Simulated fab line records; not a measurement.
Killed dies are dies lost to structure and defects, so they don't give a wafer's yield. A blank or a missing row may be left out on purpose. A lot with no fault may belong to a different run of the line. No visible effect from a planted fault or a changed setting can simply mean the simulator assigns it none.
What tool caused it? ; flow sky130 ; route of 708 steps, sampled at 1 step: 6 lots, 18 wafers

WHAT EACH GAUGE READ, for each wafer
SKY_VIA2_BOW_MEAS_03.
lot;measured;on;VIA2_BOW (um)
L275;day 36 01:57;filmMetro-03;88 86 87
L279;day 37 00:58;filmMetro-03;87 87 98
L284;day 39 00:52;filmMetro-03;95 71 81
L287;day 39 10:38;filmMetro-03;82 89 88
L291;day 40 13:50;filmMetro-03;86 92 88
L293;day 40 23:02;filmMetro-02;87 90 84

EACH LOT AND THE TOOL THAT RAN IT (in order: tool; ch and the chambers of the sampled wafers; start)
No process step before these readings appears in the record.

THE ANSWER, worked out from the rows above alone
Rule: what is usual is taken from the lots themselves. Put in order of their means at a reading, lots are off if they are a third of the lots or fewer, leave a main group of 4 or more, and stand apart from it by a gap of 3 or more times the standard deviation of the main group's means; of several such gaps the widest counts. The tables above print the reading to a certain number of digits; a main group whose means all agree to those digits is not used. A lot without any number at a reading at which 4 lots or more have one is off too. All remaining lots with rows at the step are treated as sound.
Across all readings shown, no lot is off: no conclusion can be drawn from this.

WHAT THE SIMULATOR HAD PUT IN
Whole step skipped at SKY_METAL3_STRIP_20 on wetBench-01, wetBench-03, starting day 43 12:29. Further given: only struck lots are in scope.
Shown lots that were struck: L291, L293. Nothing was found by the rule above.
